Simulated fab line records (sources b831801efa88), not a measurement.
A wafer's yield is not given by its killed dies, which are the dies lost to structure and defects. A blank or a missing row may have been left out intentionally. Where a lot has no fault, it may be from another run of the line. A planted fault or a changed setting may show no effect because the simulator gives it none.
Chamber matching + flow sky130 + 3 sister chambers for SKY_CAPM_CVD_00 on pecvd-01
The step deposits SiO2, target thk 15.5 nm. 14 wafers are shown with their chamber, then 7 later ones without.

== WAFERS WITH THEIR CHAMBER ==
| wafer  | chamber | heater-power-w (W) |
|--------|---------|--------------------|
| L655.1 | 2       | 644                |
| L655.3 | 0       | 739                |
| L655.6 | 0       | 739                |
| L658.2 | 1       | 848                |
| L658.3 | 0       | 793                |
| L658.4 | 2       | 644                |
| L659.1 | 1       | 731                |
| L659.5 | 0       | 735                |
| L659.6 | 1       | 717                |
| L666.2 | 1       | 844                |
| L666.3 | 0       | 744                |
| L666.5 | 0       | 779                |
| L669.1 | 0       | 783                |
| L669.3 | 1       | 765                |

SIGNATURES (averages over the wafers above)
| reading        | chamber 0 | chamber 1 | chamber 2 | scatter within a chamber |
|----------------|-----------|-----------|-----------|--------------------------|
| heater-power-w | 758.86    | 781.00    | 644.00    | 41.6                     |
Rule: for each reading, subtract the chamber's mean from the wafer's reading, divide by that reading's scatter and square the result; add these up over the readings and take the root, which gives the wafer's distance from the chamber. The wafer belongs to the nearest chamber; if the next one is less than 2 further off, it can't be placed. The scatter: take each reading less its chamber's mean, square it, sum over the shown wafers, divide by the number of wafers less the number of chambers, and take the root.

== WAFERS MISSING THEIR CHAMBER ==
| wafer  | heater-power-w (W) |
|--------|--------------------|
| L669.4 | 747                |
| L676.2 | 731                |
| L676.3 | 791                |
| L676.6 | 771                |
| L677.1 | 821                |
| L677.3 | 692                |
| L677.5 | 763                |

== WHICH CHAMBER EACH ONE RAN IN ==
| wafer  | from the rows above          | in truth |
|--------|------------------------------|----------|
| L669.4 | can't be placed: 0 or 1      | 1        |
| L676.2 | can't be placed: 0 or 1 or 2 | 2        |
| L676.3 | can't be placed: 1 or 0      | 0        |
| L676.6 | can't be placed: 1 or 0      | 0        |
| L677.1 | can't be placed: 1 or 0      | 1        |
| L677.3 | can't be placed: 2 or 0 or 1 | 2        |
| L677.5 | can't be placed: 0 or 1      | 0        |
Placed correctly: 0 of 7. From these rows, 7 cannot be placed; in 7 the true chamber is one of the candidates. 0 placed wrongly.
